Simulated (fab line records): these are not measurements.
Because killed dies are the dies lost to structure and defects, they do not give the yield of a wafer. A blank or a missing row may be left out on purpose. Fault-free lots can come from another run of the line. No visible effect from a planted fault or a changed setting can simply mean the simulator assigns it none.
Which of the tools did it?    flow gf180mcu    Sampling: 13 lots, 39 wafers, 5 of 602 route steps

WHAT EACH GAUGE READ, for each wafer
GF_HV_LDD_OVL_MEAS_32. Usual: HV_LDD_02_OVL typically reads -0.2 nm, with standard deviation 1.4.
lot   measured      on          HV_LDD_02_OVL (nm)  flag
L349  day 11 20:05  overlay-01  -3.4 -1.3 -3.6      
L353  day 12 18:11  overlay-02  0.3 -0.9 1.5        
L352  day 12 22:14  overlay-01  0.1 -0.5 1.3        
L354  day 13 08:55  overlay-02  0.1 1.5 0.3         
L356  day 14 03:59  overlay-02  1.0 2.0 3.7         
L357  day 14 07:22  overlay-01  -1.8 -1.5 -1.2      
L358  day 14 20:53  overlay-01  -1.6 0.6 -1.3       
L360  day 15 13:17  overlay-01  0.8 0.6 0.1         
L363  day 16 17:30  overlay-02  -0.1 -0.6 -3.0      
L362  day 16 21:22  overlay-01  -0.5 -0.9 0.5       
L366  day 17 14:14  overlay-01  -1.1 -0.1 -1.0      
L369  day 18 02:19  overlay-02  3.9 3.1 2.1         
L372  day 18 19:15  overlay-02  1.4 1.9 -0.2        

GF_HV_LDD_TW_MEAS_38. Usual: HV_LDD_3_TW typically reads 1436, with standard deviation 15.
lot   measured      on             HV_LDD_3_TW     flag
L349  day 11 20:49  film_metro-01  1462 1463 1461  
L353  day 12 18:55  film_metro-02  1432 1433 1426  
L352  day 12 22:58  film_metro-01  1459 1458 1454  
L354  day 13 09:39  film_metro-01  1452 1459 1455  
L356  day 14 04:44  film_metro-02  1425 1429 1430  
L357  day 14 08:06  film_metro-04  1420 1427 1427  
L358  day 14 21:38  film_metro-02  1434 1426 1423  
L360  day 15 14:01  film_metro-01  1458 1457 1457  
L363  day 16 18:14  film_metro-04  1358 1353 1359  OFF
L362  day 16 22:05  film_metro-02  1428 1432 1427  
L366  day 17 14:59  film_metro-02  1366 1359 1355  OFF
L369  day 18 03:02  film_metro-01  1452 1453 1457  
L372  day 18 19:59  film_metro-02  1429 1430 1432  

GF_HV_LDD_OVL_MEAS_47. Usual: HV_LDD_03_OVL typically reads -0.4 nm, with standard deviation 1.4.
lot   measured      on          HV_LDD_03_OVL (nm)  flag
L349  day 12 16:26  overlay-02  -0.1 -0.9 -0.2      
L353  day 13 14:15  overlay-02  -3.6 -2.3 -1.6      
L352  day 13 19:03  overlay-02  0.7 -0.7 0.6        
L354  day 14 05:18  overlay-01  -3.4 0.2 0.3        
L356  day 15 01:49  overlay-01  -1.5 -3.4 -2.0      
L357  day 15 05:10  overlay-02  1.5 1.2 0.8         
L358  day 15 18:14  overlay-01  -0.2 0.7 1.0        
L360  day 16 11:38  overlay-01  -0.1 0.6 1.5        
L363  day 17 17:31  overlay-02  -0.2 -1.1 -0.4      
L362  day 17 20:20  overlay-02  -0.7 -0.7 -0.1      
L366  day 18 14:34  overlay-01  0.0 1.1 0.0         
L369  day 19 02:32  overlay-01  -0.5 -0.6 -2.0      
L372  day 19 19:48  overlay-02  -1.6 -1.0 0.2       

GF_HV_LDD_RS_MEAS_53: a four-point-probe measurement. Usual: HV_LDD_RS typically reads 418.3 ohm/sq, with standard deviation 0.89.
lot   measured      on             HV_LDD_RS (ohm/sq)  flag
L349  day 12 16:55  film_metro-02  418.2 418.1 418.8   
L353  day 13 14:50  film_metro-02  417.3 417.5 419.1   
L352  day 13 19:31  film_metro-04  419.8 419.8 421.3   
L354  day 14 05:47  film_metro-02  417.6 418.2 417.5   
L356  day 15 02:22  film_metro-02  419.1 418.8 418.6   
L357  day 15 05:38  film_metro-01  418.6 417.6 418.3   
L358  day 15 18:42  film_metro-02  416.9 417.9 416.9   
L360  day 16 12:06  film_metro-02  419.1 419.3 418.4   
L363  day 17 17:59  film_metro-04  431.8 432.0 431.5   OFF
L362  day 17 20:49  film_metro-04  418.8 417.9 417.8   
L366  day 18 15:01  film_metro-02  431.3 430.1 429.2   OFF
L369  day 19 03:07  film_metro-04  417.5 417.5 417.7   
L372  day 19 20:17  film_metro-01  418.4 418.9 417.6   

WHAT TOOL EACH LOT RAN ON (gives the tool, then ch and the chambers of the sampled wafers, and finally the start)
lot   GF_HV_LDD_IMPLANT_35
L349  implanter-01 ch 0, day 11 20:25
L353  implanter-03 ch 0, day 12 18:34
L352  implanter-04 ch 0, day 12 22:34
L354  implanter-04 ch 0, day 13 09:17
L356  implanter-01 ch 0, day 14 04:21
L357  implanter-01 ch 0, day 14 07:43
L358  implanter-03 ch 0, day 14 21:14
L360  implanter-03 ch 0, day 15 13:37
L363  implanter-03 ch 0, day 16 17:51
L362  implanter-04 ch 0, day 16 21:41
L366  implanter-03 ch 0, day 17 14:35
L369  implanter-04 ch 0, day 18 02:38
L372  implanter-04 ch 0, day 18 19:37
- GF_HV_LDD_IMPLANT_35

AS READ BY THE TOOLS THEMSELVES (means over the sampled wafers that have a number; for cases with no such wafer, the mark the record gives instead)
GF_HV_LDD_IMPLANT_35. Usual: beam_on_s 9.97 s, standard deviation 0.2; dose_ions_cm2 7.499e+12, standard deviation 7.9e+09; faraday_current_uA 42.4, standard deviation 0.81; tilt_deg 29.996 degrees, standard deviation 0.02.
lot   tool          beam_on_s (s)  dose_ions_cm2  faraday_current_uA  tilt_deg (degrees)  flag
L349  implanter-01  9.77           7.501e+12      43.4                30.003              
L353  implanter-03  9.83           7.497e+12      43.0                29.993              
L352  implanter-04  10.04          7.502e+12      42.2                29.984              
L354  implanter-04  10.08          7.499e+12      42.0                29.992              
L356  implanter-01  9.90           7.503e+12      42.7                29.977              
L357  implanter-01  10.10          7.493e+12      41.9                29.969              
L358  implanter-03  9.94           7.496e+12      42.6                29.990              
L360  implanter-03  10.01          7.500e+12      42.3                30.037              
L363  implanter-03  10.02          3.008e+12      17.0                30.024              OFF
L362  implanter-04  9.85           7.494e+12      42.9                29.976              
L366  implanter-03  9.82           3.026e+12      17.3                29.977              OFF
L369  implanter-04  9.96           7.490e+12      42.5                29.981              
L372  implanter-04  9.93           7.506e+12      42.6                29.985              

THE ANSWER, worked out from the rows above alone
Rule: a lot counts as off when the mean over its wafers that have a number is more than 3 standard deviations away from the usual mean. A lot without any number at a reading at which 4 lots or more have one is off too. All remaining lots with rows at the step are treated as sound. First the gauges in route order, then the tools' own readings, where a lot's mean is used as printed above. At the first step where some lot is off, the reading lying furthest off is the one used; lots without a number count as furthest.
Off: L363, L366, at GF_HV_LDD_TW_MEAS_38 (HV_LDD_3_TW).
A tool fits if, at a process step before that reading, it ran every lot that is off, and no sound lot after the first of them. The gauges at GF_HV_LDD_TW_MEAS_38 aren't tried: what is off there is off at GF_HV_LDD_IMPLANT_35 too, on other tools, and a gauge's error can't cause that. One candidate fits, namely implanter-03 at GF_HV_LDD_IMPLANT_35. Its last sound lot is L360 (day 15 13:37), its first lot that is off L363 (day 16 17:51): a fault that began between those two fits.
The tool's own readings at GF_HV_LDD_IMPLANT_35 bear it out: on the lots that are off they differ by more than 5 times the standard deviation of the sound lots' means. dose_ions_cm2 reads 3.017e+12 there against 7.498e+12 on the sound lots; faraday_current_uA reads 17.1 there against 42.6 on the sound lots.

WHAT WAS PUT IN BY THE SIMULATOR
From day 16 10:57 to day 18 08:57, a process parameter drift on implanter-03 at GF_HV_LDD_IMPLANT_35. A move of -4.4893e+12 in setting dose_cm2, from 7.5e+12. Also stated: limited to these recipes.
Struck lots among those shown: L363, L366. The same result came from the rule above.
